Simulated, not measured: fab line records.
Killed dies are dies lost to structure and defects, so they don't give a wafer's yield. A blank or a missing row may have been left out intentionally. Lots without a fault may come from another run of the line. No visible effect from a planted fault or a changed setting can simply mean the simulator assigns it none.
The same fault as seen by 2 desks    flow sky130    numbers are kept per desk, each desk with only its own; the story behind them comes last

FROM THE METROLOGY DESK
Means of the sampled wafers that have a number, per lot and without regard to the tool the lot ran on: this is what the gauges read. If a lot's mean is further than 4 standard deviations from the usual mean, the lot is out of limits and carries the mark OUT (the distance appears in the brackets).
Columns: A = VIA1_OVL at SKY_VIA1_OVL_MEAS_13, usual 1 nm; B = cd nm at SKY_METAL2_CD_MEAS_15, usual 139.6 nm
lot   first seen here  A   B
L588  day 34 03:33     3   139.5
L589  day 34 12:25     -0  139.8
L590  day 34 21:37     11  141.7
L592  day 35 12:44     3   140.4
L593  day 35 23:23     -4  138.2
L595  day 36 06:44     -1  140.9
L594  day 36 09:52     -7  141.8
L597  day 37 04:34     6   137.9
L599  day 38 08:38     -0  140.6
L601  day 38 11:53     -5  141.0
L602  day 38 18:24     -6  136.2
L603  day 39 23:25     15  141.0
L608  day 40 14:22     12  140.2
Result from this desk: across the 13 lots, nothing is out of limits.

THE TOOL OWNER'S DESK: cmp-02
The tool's own readings at SKY_VIA2_CMP_24 (polishes, stops on SiO2, t overpolish 20 s, target thk 0 nm): means of the sampled wafers that have a number, for each lot that ran on this tool. If a lot's mean is further than 4 standard deviations from the usual mean, the lot is out of limits and carries the mark OUT (the distance appears in the brackets).
Columns: A = edge zone pressure frac at SKY_VIA2_CMP_24, usual 1.001; B = motor current A at SKY_VIA2_CMP_24, usual 11.0 A; C = overpolish run s at SKY_VIA2_CMP_24, usual 20.001 s; D = time to endpoint s at SKY_VIA2_CMP_24, usual 100 s
lot   first seen here  A      B     C                        D
L592  day 37 19:26     0.999  10.2  19.991                   96
L595  day 38 14:17     1.000  10.0  20.002                   97
L594  day 38 17:20     0.997  10.2  20.002                   99
L597  day 39 11:47     0.994  10.6  20.006                   98
L601  day 40 18:31     1.004  10.7  0.043 (-99 or more) OUT  157 (+8.0) OUT
L602  day 40 23:50     0.997  10.3  0.045 (-99 or more) OUT  159 (+8.1) OUT
This desk's finding: out of limits on L601, L602; first on L601, day 40 18:31 (overpolish run s at SKY_VIA2_CMP_24). L592, L595, L594, L597 stayed within limits.

PUT TOGETHER
The tool owner's desk could have raised an alarm at day 40 18:31, on L601, L602.
Metrology desk: nothing out of limits seen.
The metrology desk holds a record of L601, L602, inside its limits.
Every lot named ran SKY_VIA2_CMP_24 on cmp-02.

WHAT THE SIMULATOR HAD PUT IN
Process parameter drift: cmp-02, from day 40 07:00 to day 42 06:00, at SKY_VIA2_CMP_24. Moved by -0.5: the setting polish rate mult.
Shown lots that were struck: L601, L602.
Hours from the fault's start to each desk's first reading out of limits: the tool owner's desk, 12.
